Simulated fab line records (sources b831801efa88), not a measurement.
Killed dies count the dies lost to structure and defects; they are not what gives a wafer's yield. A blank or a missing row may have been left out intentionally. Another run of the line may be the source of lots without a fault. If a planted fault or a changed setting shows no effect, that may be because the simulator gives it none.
Which tool was responsible? -- flow sky130 -- 7 lots with 20 wafers sampled at 3 steps, on a route of 708 steps

WHAT THE GAUGES SHOWED, per wafer
SKY_VT_ADJUST_NCORE_CD_MEAS_07: target cd 380 nm.
lot,measured,on,cd_nm (nm)
L825,day 8 19:50,cd_sem-01,379.8 377.3 375.4
L835,day 11 20:21,cd_sem-01,380.9 307.4
L837,day 12 07:28,cd_sem-01,385.5 384.5 384.9
L841,day 13 12:41,cd_sem-02,379.0 377.1 377.3
L843,day 14 07:22,cd_sem-01,377.8 379.8 379.4
L845,day 14 13:25,cd_sem-02,378.2 378.4 376.8
L847,day 15 06:37,cd_sem-01,384.9 383.6 382.6

WHAT TOOL EACH LOT RAN ON (gives the tool, then ch and the chambers of the sampled wafers, and finally the start)
lot,SKY_DNWELL_STRIP_08,SKY_VT_ADJUST_NCORE_DEVELOP_06
L825,"plasma_asher-03 ch 0,1, day 3 09:03","litho_track-03 ch 0, day 8 19:41"
L835,"plasma_asher-02 ch 1, day 5 17:01","litho_track-01 ch 0, day 11 20:13"
L837,"plasma_asher-03 ch 0,1, day 6 01:46","litho_track-04 ch 0, day 12 07:19"
L841,"plasma_asher-01 ch 0,1, day 6 23:21","litho_track-03 ch 0, day 13 12:32"
L843,"plasma_asher-01 ch 0,1, day 7 12:31","litho_track-03 ch 0, day 14 07:13"
L845,"plasma_asher-02 ch 0,1, day 7 17:45","litho_track-03 ch 0, day 14 13:16"
L847,"plasma_asher-01 ch 0, day 8 08:07","litho_track-04 ch 0, day 15 06:28"
- SKY_DNWELL_STRIP_08: strips in O2/N2.
- SKY_VT_ADJUST_NCORE_DEVELOP_06: develop time 60 s.

THE ANSWER, worked out from the rows above alone
Rule: the lots themselves supply what counts as usual. The widest of any qualifying gaps counts: lots, ordered by their means at a reading, are off when they make up no more than a third of the lots, leave a main group of 4 or more, and stand apart from it by 3 or more times the standard deviation of that group's means. Not used: any main group whose means are identical at the precision the tables above print for the reading. Also off: a lot with no number at a reading for which 4 or more lots have one. All remaining lots with rows at the step are treated as sound.
Off: L835, at SKY_VT_ADJUST_NCORE_CD_MEAS_07 (cd_nm). Mean 380.1 nm and standard deviation 3 in the main group.
A tool fits if, at a process step before that reading, it ran every lot that is off, and no sound lot after the first of them. Gauges at SKY_VT_ADJUST_NCORE_CD_MEAS_07: tried the same way as those tools. One fits: litho_track-01 at SKY_VT_ADJUST_NCORE_DEVELOP_06. It ran no sound lot before its first lot that is off in this sample, so the start can't be narrowed down.

WHAT WAS PUT IN BY THE SIMULATOR
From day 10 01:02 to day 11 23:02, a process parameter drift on litho_track-01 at SKY_VT_ADJUST_NCORE_DEVELOP_06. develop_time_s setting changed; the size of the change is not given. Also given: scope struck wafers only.
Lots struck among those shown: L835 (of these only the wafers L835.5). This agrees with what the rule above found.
